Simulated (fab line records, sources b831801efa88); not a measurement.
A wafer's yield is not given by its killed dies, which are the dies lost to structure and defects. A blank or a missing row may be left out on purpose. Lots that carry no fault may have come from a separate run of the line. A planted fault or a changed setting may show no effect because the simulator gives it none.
Split-lot study + flow sfq line + 23 wafers read from 5 lots, route of 325 steps

## ABOUT THE SPLIT
At SFQ_TRILAYER_I6_VIA_LITHO_PEB_172 (peb time 60 s), the setting peb time s was moved away from the recipe's 60 s on 4 of the 23 wafers read, by +3.8% to +8.3%. This setting was run at the recipe's value on the other wafers.

## FROM THE SPLIT TO THE READING: what the file shows between them, 2 steps
- SFQ_TRILAYER_I6_VIA_LITHO_DEVELOP_171: time 60 s
- SFQ_TRILAYER_I6_VIA_BARC_OPEN_VIA_ETCH_235: etches BARC in O2, target depth 125 nm, time 41.7 s

## THE READING
I6.cd nm (the simulator's own value, which no gauge read), in nm, at SFQ_TRILAYER_I6_VIA_ETCH_VIA_ETCH_172 (etches SiO2 in CHF3, stops on Nb, target depth 260 nm). The file does not state a usual value for it. Across the 19 wafers here that went through the recipe, the average is 700.9 nm and the standard deviation 1.4 nm.

| wafer  | tool, chamber at the split | peb time s as run, s | against the recipe | I6.cd nm, nm | against lot-mates on the recipe |
|--------|----------------------------|----------------------|--------------------|--------------|---------------------------------|
| L078.1 | litho track-03, 0          | 60                   | recipe             | 700.1        | -                               |
| L078.2 | litho track-03, 0          | 60                   | recipe             | 699.3        | -                               |
| L078.3 | litho track-03, 0          | 60                   | recipe             | 701.6        | -                               |
| L078.5 | litho track-03, 0          | 60                   | recipe             | 699.2        | -                               |
| L078.6 | litho track-03, 0          | 60                   | recipe             | 699.4        | -                               |
| L080.3 | litho track-03, 0          | 60                   | recipe             | 701.5        | -                               |
| L080.4 | litho track-03, 0          | 60                   | recipe             | 699.9        | -                               |
| L080.5 | litho track-03, 0          | 60                   | recipe             | 701.1        | -                               |
| L082.1 | litho track-04, 0          | 60                   | recipe             | 705          | -                               |
| L082.2 | litho track-04, 0          | 60                   | recipe             | 702.7        | -                               |
| L082.3 | litho track-04, 0          | 60                   | recipe             | 701.4        | -                               |
| L082.5 | litho track-04, 0          | 60                   | recipe             | 702.2        | -                               |
| L082.6 | litho track-04, 0          | 60                   | recipe             | 700.2        | -                               |
| L083.1 | litho track-01, 0          | 60                   | recipe             | 701.6        | -                               |
| L083.3 | litho track-01, 0          | 62.3                 | +3.8%              | 704.5        | +3.7                            |
| L083.4 | litho track-01, 0          | 62.3                 | +3.8%              | 706.7        | +5.9                            |
| L083.5 | litho track-01, 0          | 60                   | recipe             | 699.1        | -                               |
| L083.6 | litho track-01, 0          | 60                   | recipe             | 701.7        | -                               |
| L084.1 | litho track-03, 0          | 60                   | recipe             | 700.5        | -                               |
| L084.2 | litho track-03, 0          | 60                   | recipe             | 699.7        | -                               |
| L084.3 | litho track-03, 0          | 64.96                | +8.3%              | 711.4        | +11.0                           |
| L084.4 | litho track-03, 0          | 64.96                | +8.3%              | 710.8        | +10.4                           |
| L084.6 | litho track-03, 0          | 60                   | recipe             | 701          | -                               |

THE FIT
A straight line over all 23 wafers: I6.cd nm changes by +1.23 nm for each +1% of peb time s; r = +0.92; the points scatter about the line by 1.4 nm.
The same after taking each lot's own level away (the mean of its wafers on the recipe; 23 wafers): +1.29 nm for each +1%; r = +0.95; scatter 1.1 nm.
The reading moves by 11 nm for the largest change in peb time s, on that fit.
Measured against the standard deviation above, the lots' own levels, which go from 699.92 to 702.30 nm, span 1.7 times it.
Hence the lot-to-lot level has little effect on the slope; both slopes agree.
Check: with one of the wafers moved furthest among these (+8.3%) left out of the fit, the line predicts +10.4 nm for it against its lot-mates. It came out at +11 nm against them.

## ADDITIONAL SPLITS CARRIED BY THESE WAFERS
Before the reading, these wafers also passed through other splits. Each is held against what the fit with the lots' levels taken away leaves over:
| other split on the same wafers                 | wafers away from the commonest value | r with I6.cd nm (lot level and that fit taken away) |
|------------------------------------------------|--------------------------------------|-----------------------------------------------------|
| SFQ_TRILAYER_M6_LITHO_COAT_164 resist thk nm   | 8                                    | -0.15                                               |
| SFQ_TRILAYER_I6_CMP_CMP_166 leave above ref nm | 4                                    | -0.08                                               |

## THE WHOLE CHAIN: every reading that the file lists as answering this split, in the file's order
| step                                       | what it does                                          | reading                                                   | change (the file's fit)              | r (the file's) |
|--------------------------------------------|-------------------------------------------------------|-----------------------------------------------------------|--------------------------------------|----------------|
| SFQ_TRILAYER_I6_VIA_BARC_OPEN_VIA_ETCH_235 | etches BARC in O2, target depth 125 nm, time 41.7 s   | I6.cd nm (the simulator's own value, which no gauge read) | +1.18 nm for each +1% of the setting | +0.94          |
| SFQ_TRILAYER_I6_VIA_ETCH_VIA_ETCH_172      | etches SiO2 in CHF3, stops on Nb, target depth 260 nm | I6.cd nm (the simulator's own value, which no gauge read) | +1.29 nm for each +1% of the setting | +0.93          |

## THE FILE'S OWN FIT
I6.cd nm changes by +1.29 nm for each +1% of peb time s, r = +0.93.
